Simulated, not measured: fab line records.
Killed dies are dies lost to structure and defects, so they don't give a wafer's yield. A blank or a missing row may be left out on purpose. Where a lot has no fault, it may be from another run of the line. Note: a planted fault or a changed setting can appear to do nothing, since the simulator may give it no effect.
Matching of chambers ; flow sky130 ; SKY_VIA4_CMP_21 on cmp-02: 4 sister chambers
The step polishes, stops on SiO2, t overpolish 25 s, target thk 0 nm. 4 wafers are shown with their chamber, then 7 later ones without.

WAFERS PAIRED WITH THEIR CHAMBERS
wafer;chamber;motor_current_A (A)
L367.1;2;12.6
L369.5;0;12.0
L381.2;3;10.7
L381.3;1;11.2

WAFERS MISSING THEIR CHAMBER
wafer;motor_current_A (A)
L381.5;12.7
L383.1;10.8
L383.4;11.9
L383.5;12.5
L386.3;12.3
L386.4;10.7
L386.6;11.3

WHICH CHAMBER EACH WENT THROUGH
wafer;from the rows above;in truth
L381.5;2;2
L383.1;3;3
L383.4;0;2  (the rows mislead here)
L383.5;2;2
L386.3;can't be placed: 2 or 0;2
L386.4;3;3
L386.6;1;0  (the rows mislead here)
Placed correctly: 4 of 7. These rows do not allow placing 1 (true chamber among the candidates in 1). Placed wrongly: 2.
How it was worked out, from the rows above alone: a wafer's distance from a chamber is the root of the sum, over the readings, of the square of ((its reading less the chamber's mean) divided by the reading's scatter). If the next closest chamber is less than 2 further off than the closest, the wafer can't be placed; otherwise it belongs to the closest. The mean given for a chamber averages the wafers shown for that chamber. The scatter (one wafer shown for each chamber): square how far every hidden wafer sits from the nearest shown wafer, average those squares and take the square root.
